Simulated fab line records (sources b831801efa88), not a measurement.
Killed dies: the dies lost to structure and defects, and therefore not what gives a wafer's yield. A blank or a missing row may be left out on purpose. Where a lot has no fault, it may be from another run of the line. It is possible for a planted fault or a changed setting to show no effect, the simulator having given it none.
Which tool is to blame? / flow gf180mcu / Sampling: 11 lots, 33 wafers, 5 of 602 route steps

WHAT THE GAUGES READ, wafer by wafer
GF_PASSIVATION_THK_MEAS_03.
lot=L152; measured=day 28 05:16; on=film-metro-04; PASSIVATION_CVD_02_THK (nm)=686 700 706
lot=L153; measured=day 28 09:02; on=film-metro-04; PASSIVATION_CVD_02_THK (nm)=694 706 702
lot=L154; measured=day 29 00:47; on=film-metro-02; PASSIVATION_CVD_02_THK (nm)=696 716 706
lot=L155; measured=day 29 07:55; on=film-metro-01; PASSIVATION_CVD_02_THK (nm)=698 703 703
lot=L158; measured=day 30 14:31; on=film-metro-04; PASSIVATION_CVD_02_THK (nm)=694 702 703
lot=L163; measured=day 31 16:09; on=film-metro-01; PASSIVATION_CVD_02_THK (nm)=687 704 327
lot=L169; measured=day 33 13:41; on=film-metro-01; PASSIVATION_CVD_02_THK (nm)=687 684 697
lot=L170; measured=day 33 19:46; on=film-metro-02; PASSIVATION_CVD_02_THK (nm)=696 702 695
lot=L171; measured=day 33 22:18; on=film-metro-02; PASSIVATION_CVD_02_THK (nm)=688 686 681
lot=L172; measured=day 34 01:47; on=film-metro-01; PASSIVATION_CVD_02_THK (nm)=702 693 696
lot=L174; measured=day 34 08:09; on=film-metro-04; PASSIVATION_CVD_02_THK (nm)=682 681 695

EACH LOT AND THE TOOL THAT RAN IT (in order: tool; ch and the chambers of the sampled wafers; start)
lot=L152; GF_V4_CVD_02=pecvd-03 ch 0,2, day 23 14:16; GF_V4_STRIP_18=plasma-asher-02 ch 0,1, day 24 12:44; GF_V5_ETCH_16=rie-diel-04 ch 0,2, day 27 06:23; GF_PASSIVATION_CVD_02=pecvd-02 ch 0,1, day 28 04:50
lot=L153; GF_V4_CVD_02=pecvd-03 ch 1,2, day 23 19:44; GF_V4_STRIP_18=plasma-asher-02 ch 0,1, day 24 17:26; GF_V5_ETCH_16=rie-diel-04 ch 1,2,3, day 27 11:01; GF_PASSIVATION_CVD_02=pecvd-04 ch 1,2, day 28 08:44
lot=L154; GF_V4_CVD_02=pecvd-03 ch 0,1, day 24 11:34; GF_V4_STRIP_18=plasma-asher-04 ch 0,1, day 25 10:12; GF_V5_ETCH_16=rie-diel-04 ch 2,3, day 28 03:02; GF_PASSIVATION_CVD_02=pecvd-01 ch 0,1,2, day 29 00:28
lot=L155; GF_V4_CVD_02=pecvd-01 ch 0,1,2, day 24 21:14; GF_V4_STRIP_18=plasma-asher-01 ch 0,1, day 25 18:43; GF_V5_ETCH_16=rie-diel-01 ch 1,2, day 28 10:29; GF_PASSIVATION_CVD_02=pecvd-04 ch 1,2, day 29 07:37
lot=L158; GF_V4_CVD_02=pecvd-04 ch 1,2, day 26 06:02; GF_V4_STRIP_18=plasma-asher-01 ch 0,1, day 27 03:15; GF_V5_ETCH_16=rie-diel-04 ch 0,2,3, day 29 16:49; GF_PASSIVATION_CVD_02=pecvd-04 ch 0,1, day 30 14:13
lot=L163; GF_V4_CVD_02=pecvd-03 ch 1,2, day 27 12:26; GF_V4_STRIP_18=plasma-asher-02 ch 0,1, day 28 08:25; GF_V5_ETCH_16=rie-diel-04 ch 0,1, day 30 19:28; GF_PASSIVATION_CVD_02=pecvd-04 ch 0,1,2, day 31 15:52
lot=L169; GF_V4_CVD_02=pecvd-01 ch 0,1,2, day 29 16:41; GF_V4_STRIP_18=plasma-asher-04 ch 0,1, day 30 12:08; GF_V5_ETCH_16=rie-diel-04 ch 1,2, day 32 19:04; GF_PASSIVATION_CVD_02=pecvd-02 ch 0,1, day 33 13:23
lot=L170; GF_V4_CVD_02=pecvd-01 ch 0,1,2, day 30 00:49; GF_V4_STRIP_18=plasma-asher-04 ch 0,1, day 30 20:13; GF_V5_ETCH_16=rie-diel-01 ch 0,1,2, day 33 01:13; GF_PASSIVATION_CVD_02=pecvd-01 ch 0,1,2, day 33 19:29
lot=L171; GF_V4_CVD_02=pecvd-04 ch 0,1,2, day 30 03:29; GF_V4_STRIP_18=plasma-asher-04 ch 0,1, day 30 22:20; GF_V5_ETCH_16=rie-diel-02 ch 0,2,3, day 33 03:34; GF_PASSIVATION_CVD_02=pecvd-02 ch 0,1,2, day 33 22:01
lot=L172; GF_V4_CVD_02=pecvd-03 ch 0,1,2, day 30 07:44; GF_V4_STRIP_18=plasma-asher-02 ch 0,1, day 31 02:15; GF_V5_ETCH_16=rie-diel-02 ch 0,2,3, day 33 07:26; GF_PASSIVATION_CVD_02=pecvd-02 ch 0,1,2, day 34 01:37
lot=L174; GF_V4_CVD_02=pecvd-03 ch 0,1, day 30 15:07; GF_V4_STRIP_18=plasma-asher-04 ch 0,1, day 31 09:04; GF_V5_ETCH_16=rie-diel-01 ch 0,1,2, day 33 13:46; GF_PASSIVATION_CVD_02=pecvd-02 ch 0,2, day 34 07:52
- GF_V4_CVD_02: deposits SiO2 from TEOS, target thk 850 nm, time 94.851 s.
- GF_V4_STRIP_18: strips in O2/N2.
- GF_V5_ETCH_16: etches BARC in N2/H2.
- GF_PASSIVATION_CVD_02: deposits Si3N4, target thk 700 nm, time 486.18 s.

WHAT THE TOOLS THEMSELVES READ (means of the sampled wafers that have a number; where no wafer has one, the mark that the record gives instead)
GF_V4_CVD_02.
lot=L152; tool=pecvd-03; heater-power-w (W)=580
lot=L153; tool=pecvd-03; heater-power-w (W)=582
lot=L154; tool=pecvd-03; heater-power-w (W)=586
lot=L155; tool=pecvd-01; heater-power-w (W)=571
lot=L158; tool=pecvd-04; heater-power-w (W)=635
lot=L163; tool=pecvd-03; heater-power-w (W)=565
lot=L169; tool=pecvd-01; heater-power-w (W)=573
lot=L170; tool=pecvd-01; heater-power-w (W)=613
lot=L171; tool=pecvd-04; heater-power-w (W)=637
lot=L172; tool=pecvd-03; heater-power-w (W)=631
lot=L174; tool=pecvd-03; heater-power-w (W)=563

GF_V4_STRIP_18.
lot=L152; tool=plasma-asher-02; drypump-motor-current-A (A)=5.40; heater-power-w (W)=340; oes-product-au (a.u.)=0.593
lot=L153; tool=plasma-asher-02; drypump-motor-current-A (A)=5.42; heater-power-w (W)=342; oes-product-au (a.u.)=0.600
lot=L154; tool=plasma-asher-04; drypump-motor-current-A (A)=5.63; heater-power-w (W)=338; oes-product-au (a.u.)=0.600
lot=L155; tool=plasma-asher-01; drypump-motor-current-A (A)=5.65; heater-power-w (W)=379; oes-product-au (a.u.)=0.592
lot=L158; tool=plasma-asher-01; drypump-motor-current-A (A)=5.64; heater-power-w (W)=379; oes-product-au (a.u.)=0.592
lot=L163; tool=plasma-asher-02; drypump-motor-current-A (A)=5.21; heater-power-w (W)=328; oes-product-au (a.u.)=0.598
lot=L169; tool=plasma-asher-04; drypump-motor-current-A (A)=5.48; heater-power-w (W)=330; oes-product-au (a.u.)=0.593
lot=L170; tool=plasma-asher-04; drypump-motor-current-A (A)=5.61; heater-power-w (W)=339; oes-product-au (a.u.)=0.595
lot=L171; tool=plasma-asher-04; drypump-motor-current-A (A)=5.61; heater-power-w (W)=333; oes-product-au (a.u.)=0.590
lot=L172; tool=plasma-asher-02; drypump-motor-current-A (A)=5.40; heater-power-w (W)=338; oes-product-au (a.u.)=0.589
lot=L174; tool=plasma-asher-04; drypump-motor-current-A (A)=5.63; heater-power-w (W)=333; oes-product-au (a.u.)=0.591

GF_V5_ETCH_16.
lot=L152; tool=rie-diel-04; drypump-motor-current-A (A)=6.5; oes-product-au (a.u.)=0.854; throttle-valve-pct (%)=13.220
lot=L153; tool=rie-diel-04; drypump-motor-current-A (A)=6.4; oes-product-au (a.u.)=0.855; throttle-valve-pct (%)=13.231
lot=L154; tool=rie-diel-04; drypump-motor-current-A (A)=6.3; oes-product-au (a.u.)=0.850; throttle-valve-pct (%)=13.225
lot=L155; tool=rie-diel-01; drypump-motor-current-A (A)=5.7; oes-product-au (a.u.)=0.858; throttle-valve-pct (%)=13.221
lot=L158; tool=rie-diel-04; drypump-motor-current-A (A)=6.4; oes-product-au (a.u.)=0.852; throttle-valve-pct (%)=13.224
lot=L163; tool=rie-diel-04; drypump-motor-current-A (A)=6.4; oes-product-au (a.u.)=0.853; throttle-valve-pct (%)=13.223
lot=L169; tool=rie-diel-04; drypump-motor-current-A (A)=6.5; oes-product-au (a.u.)=0.858; throttle-valve-pct (%)=13.220
lot=L170; tool=rie-diel-01; drypump-motor-current-A (A)=5.5; oes-product-au (a.u.)=0.856; throttle-valve-pct (%)=13.223
lot=L171; tool=rie-diel-02; drypump-motor-current-A (A)=5.9; oes-product-au (a.u.)=0.854; throttle-valve-pct (%)=13.215
lot=L172; tool=rie-diel-02; drypump-motor-current-A (A)=5.9; oes-product-au (a.u.)=0.853; throttle-valve-pct (%)=13.226
lot=L174; tool=rie-diel-01; drypump-motor-current-A (A)=5.5; oes-product-au (a.u.)=0.856; throttle-valve-pct (%)=13.221

GF_PASSIVATION_CVD_02.
lot=L152; tool=pecvd-02; heater-power-w (W)=629
lot=L153; tool=pecvd-04; heater-power-w (W)=691
lot=L154; tool=pecvd-01; heater-power-w (W)=612
lot=L155; tool=pecvd-04; heater-power-w (W)=638
lot=L158; tool=pecvd-04; heater-power-w (W)=688
lot=L163; tool=pecvd-04; heater-power-w (W)=681
lot=L169; tool=pecvd-02; heater-power-w (W)=641
lot=L170; tool=pecvd-01; heater-power-w (W)=636
lot=L171; tool=pecvd-02; heater-power-w (W)=694
lot=L172; tool=pecvd-02; heater-power-w (W)=637
lot=L174; tool=pecvd-02; heater-power-w (W)=699

THE ANSWER, worked out from the rows above alone
Rule: usual is defined by the lots themselves. The widest of any qualifying gaps counts: lots, ordered by their means at a reading, are off when they make up no more than a third of the lots, leave a main group of 4 or more, and stand apart from it by 3 or more times the standard deviation of that group's means. If all means in a main group match to the digits the tables above print for the reading, that group is not used. Also off: a lot with no number at a reading for which 4 or more lots have one. Where the step has rows for the other lots, those lots are counted as sound. First the gauges in route order, then the tools' own readings, where a lot's mean is used as printed above. The first step at which some lot is off is used, and at that step the reading that is off furthest; a lot without a number counts as furthest.
Off: L163, seen at GF_PASSIVATION_THK_MEAS_03 (PASSIVATION_CVD_02_THK). The main group has a mean of 696 nm with a standard deviation of 6.6.
A tool fits if, at a process step before that reading, it ran every lot that is off, and no sound lot after the first of them. Those tools and the gauges at GF_PASSIVATION_THK_MEAS_03 are tried in the same way. One fits: pecvd-04 at GF_PASSIVATION_CVD_02. Its last sound lot is L158 (day 30 14:13), its first lot that is off L163 (day 31 15:52): a fault that began between those two fits.

WHAT THE SIMULATOR HAD PUT IN
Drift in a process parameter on pecvd-04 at GF_PASSIVATION_CVD_02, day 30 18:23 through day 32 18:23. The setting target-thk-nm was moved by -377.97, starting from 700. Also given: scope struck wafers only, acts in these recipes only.
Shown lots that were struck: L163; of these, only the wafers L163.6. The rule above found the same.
